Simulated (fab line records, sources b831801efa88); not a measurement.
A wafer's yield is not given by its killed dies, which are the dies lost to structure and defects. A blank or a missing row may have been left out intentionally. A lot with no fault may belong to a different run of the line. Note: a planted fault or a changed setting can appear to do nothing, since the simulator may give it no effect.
Chamber matching ; flow gf180mcu ; GF_V5_CMP_26 on cmp-01: 4 sister chambers
The step polishes, stops on SiO2, t overpolish 14.49 s, target thk 0 nm. 8 wafers are shown with their chamber, then 7 later ones without.

## WAFERS PAIRED WITH THEIR CHAMBERS
wafer;chamber;motor current A (A);time to endpoint s (s)
L577.1;1;12.0;80
L579.1;3;11.1;81
L582.5;3;11.0;81
L591.1;2;11.0;81
L591.5;1;11.7;80
L591.6;2;10.6;81
L592.2;0;10.7;82
L592.5;0;11.5;86

## WAFERS WITH NO CHAMBER GIVEN
wafer;motor current A (A);time to endpoint s (s)
L592.6;11.1;81
L595.1;10.7;86
L595.2;11.0;82
L595.6;11.6;76
L596.2;10.4;82
L596.3;11.3;80
L596.4;10.9;79

## EACH ONE'S CHAMBER
wafer;from the rows above;in truth
L592.6;can't be placed: 3 or 2 or 0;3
L595.1;can't be placed: 0 or 2 or 3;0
L595.2;can't be placed: 3 or 2 or 0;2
L595.6;can't be placed: 1 or 3 or 2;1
L596.2;can't be placed: 2 or 3 or 0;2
L596.3;can't be placed: 3 or 1 or 2 or 0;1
L596.4;can't be placed: 2 or 3 or 1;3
Correct placement for 0 of the 7. Not placeable from these rows: 7 (in 7, the candidates include the true chamber). Wrongly placed: 0.
How it was worked out, from the rows above alone: a wafer's distance from a chamber is the root of the sum, over the readings, of the square of ((its reading less the chamber's mean) divided by the reading's scatter). If the next closest chamber is less than 2 further off than the closest, the wafer can't be placed; otherwise it belongs to the closest. A chamber's mean is the mean of its shown wafers. The scatter is the square root of a quotient: the sum, over the shown wafers, of each reading's squared deviation from its chamber's mean, divided by wafers minus chambers.
